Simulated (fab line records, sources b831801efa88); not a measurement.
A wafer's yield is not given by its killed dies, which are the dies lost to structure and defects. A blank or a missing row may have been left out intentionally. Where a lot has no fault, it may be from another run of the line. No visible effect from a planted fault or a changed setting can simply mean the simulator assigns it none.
Which of the tools did it? -- flow sky130 -- 10 lots with 30 wafers sampled at 6 steps, on a route of 708 steps

WHAT THE GAUGES SHOWED, per wafer
SKY_METAL2_RS_MEAS_05: measures by four-point-probe.
lot,measured,on,METAL2_ALCU_RS (ohm/sq)
L337,day 34 03:08,film-metro-04,0.1355 0.1345 0.1349
L338,day 34 07:16,film-metro-04,0.1331 0.1322 0.1330
L339,day 34 14:17,film-metro-01,0.1338 0.1348 0.1336
L342,day 35 13:05,film-metro-01,0.1327 0.1334 0.1322
L343,day 36 23:50,film-metro-03,0.1309 0.1333 0.1331
L344,day 37 01:01,film-metro-04,0.1326 0.1336 0.1357
L348,day 37 16:33,film-metro-04,0.1331 0.1341 0.1327
L356,day 39 18:33,film-metro-01,0.1334 0.1328 0.1325
L357,day 40 09:48,film-metro-01,0.1343 0.1358 0.1344
L360,day 40 21:44,film-metro-04,0.1330 0.1329 0.1330

SKY_VIA2_RS_MEAS_22: measures by four-point-probe.
lot,measured,on,VIA2_W_RS (ohm/sq)
L337,day 36 09:26,film-metro-04,0.2690 0.2690 0.2705
L338,day 36 14:44,film-metro-02,0.2743 0.2715 0.2723
L339,day 36 21:59,film-metro-04,0.2721 0.2762 0.2736
L342,day 37 19:29,film-metro-01,0.2757 0.2700 0.2766
L343,day 39 03:50,film-metro-01,60.820 61.070 61.212
L344,day 39 06:46,film-metro-04,61.402 60.967 61.139
L348,day 39 18:07,film-metro-04,0.2716 0.2740 0.2706
L356,day 41 21:14,film-metro-02,0.2740 0.2752 0.2717
L357,day 42 11:46,film-metro-01,0.2723 0.2691 0.2647
L360,day 42 23:42,film-metro-04,0.2667 0.2739 0.2701

SKY_VIA2_THK_MEAS_23: measures by xrf.
lot,measured,on,VIA2_W_THK (nm)
L337,day 36 09:34,film-metro-04,428 428 428
L338,day 36 14:50,film-metro-02,414 413 414
L339,day 36 22:06,film-metro-04,425 418 423
L342,day 37 19:35,film-metro-01,417 426 416
L343,day 39 03:58,film-metro-01,<0 <0 -
L344,day 39 06:52,film-metro-04,- <0 -
L348,day 39 18:14,film-metro-04,420 416 423
L356,day 41 21:21,film-metro-02,418 416 422
L357,day 42 11:53,film-metro-01,416 422 426
L360,day 42 23:49,film-metro-04,423 415 422

EACH LOT AND THE TOOL THAT RAN IT (in order: tool; ch and the chambers of the sampled wafers; start)
lot,SKY_METAL2_SPUTTER_02,SKY_VIA2_ETCH_14,SKY_VIA2_CVD_21
L337,"pvd-sputter-04, day 34 03:02","rie-diel-02 ch 1,2,3, day 36 08:33","cvd-w-02 ch 1, day 36 09:19"
L338,"pvd-sputter-03, day 34 07:10","rie-diel-02 ch 0,3, day 36 13:49","cvd-w-02 ch 1, day 36 14:35"
L339,"pvd-sputter-04, day 34 14:10","rie-diel-04 ch 1,3, day 36 21:03","cvd-w-01 ch 0,1, day 36 21:50"
L342,"pvd-sputter-04, day 35 12:56","rie-diel-04 ch 0,2,3, day 37 18:33","cvd-w-01 ch 0,1, day 37 19:22"
L343,"pvd-sputter-04, day 36 23:45","rie-diel-04 ch 0,1,3, day 39 02:57","cvd-w-02 ch 0,1, day 39 03:43"
L344,"pvd-sputter-04, day 37 00:55","rie-diel-01 ch 0,1,3, day 39 05:51","cvd-w-02 ch 0,1, day 39 06:37"
L348,"pvd-sputter-03, day 37 16:28","rie-diel-01 ch 0,1,3, day 39 17:10","cvd-w-02 ch 0,1, day 39 17:59"
L356,"pvd-sputter-04, day 39 18:26","rie-diel-01 ch 0,1,2, day 41 20:15","cvd-w-02 ch 0,1, day 41 21:05"
L357,"pvd-sputter-03, day 40 09:41","rie-diel-02 ch 0,2,3, day 42 10:52","cvd-w-02 ch 0,1, day 42 11:37"
L360,"pvd-sputter-04, day 40 21:38","rie-diel-01 ch 0,1,3, day 42 22:45","cvd-w-02 ch 0,1, day 42 23:34"
- SKY_METAL2_SPUTTER_02: material AlCu, target thk 250 nm, time 12.73 s.
- SKY_VIA2_ETCH_14: etches BARC in N2/H2, stops on SiO2, time 45.9 s, target depth 60 nm.
- SKY_VIA2_CVD_21: deposits W, target thk 420 nm, time 126.4 s.

WHAT THE TOOLS THEMSELVES READ (means of the sampled wafers that have a number; where no wafer has one, the mark that the record gives instead)
SKY_METAL2_SPUTTER_02.
lot,tool,throttle-valve-pct (%)
L337,pvd-sputter-04,30.8
L338,pvd-sputter-03,30.1
L339,pvd-sputter-04,29.3
L342,pvd-sputter-04,30.5
L343,pvd-sputter-04,30.1
L344,pvd-sputter-04,30.4
L348,pvd-sputter-03,30.0
L356,pvd-sputter-04,28.7
L357,pvd-sputter-03,29.8
L360,pvd-sputter-04,30.5

SKY_VIA2_ETCH_14.
lot,tool,drypump-motor-current-A (A),oes-product-au (a.u.),throttle-valve-pct (%)
L337,rie-diel-02,5.5,0.856,13.230
L338,rie-diel-02,5.7,0.855,13.231
L339,rie-diel-04,5.4,0.857,13.240
L342,rie-diel-04,5.3,0.856,13.233
L343,rie-diel-04,5.2,0.852,13.230
L344,rie-diel-01,5.4,0.859,13.233
L348,rie-diel-01,5.4,0.858,13.220
L356,rie-diel-01,5.4,0.856,13.229
L357,rie-diel-02,5.6,0.854,13.238
L360,rie-diel-01,5.4,0.861,13.232

SKY_VIA2_CVD_21.
lot,tool,chamber-pressure-Torr (Torr),heater-power-outer-w (W),heater-power-w (W)
L337,cvd-w-02,40.01,565,880
L338,cvd-w-02,40.13,568,882
L339,cvd-w-01,40.03,500,807
L342,cvd-w-01,39.92,513,828
L343,cvd-w-02,-,-,-
L344,cvd-w-02,-,-,-
L348,cvd-w-02,40.02,574,898
L356,cvd-w-02,40.02,572,925
L357,cvd-w-02,39.99,572,916
L360,cvd-w-02,39.93,581,911

THE ANSWER, worked out from the rows above alone
Rule: usual is defined by the lots themselves. The widest of any qualifying gaps counts: lots, ordered by their means at a reading, are off when they make up no more than a third of the lots, leave a main group of 4 or more, and stand apart from it by 3 or more times the standard deviation of that group's means. A main group is skipped when, at the precision printed for the reading in the tables above, its means are all equal. A lot without any number at a reading at which 4 lots or more have one is off too. Where the step has rows for the other lots, those lots are counted as sound. After the gauges, taken in route order, come the tools' own readings; for these a lot's mean is taken, as printed above. The first step at which some lot is off is used, and at that step the reading that is off furthest; a lot without a number counts as furthest.
Off: L343, L344, seen at SKY_VIA2_RS_MEAS_22 (VIA2_W_RS). The main group: mean 0.2719 ohm/sq, standard deviation 0.002.
A tool fits if, at a process step before that reading, it ran every lot that is off, and no sound lot after the first of them. Not tried: the gauges at SKY_VIA2_RS_MEAS_22; whatever is off there is also off at SKY_VIA2_CVD_21, on other tools, and gauge error can't account for it. Not one of the candidates tried fits.

WHAT HAD BEEN PUT IN BY THE SIMULATOR
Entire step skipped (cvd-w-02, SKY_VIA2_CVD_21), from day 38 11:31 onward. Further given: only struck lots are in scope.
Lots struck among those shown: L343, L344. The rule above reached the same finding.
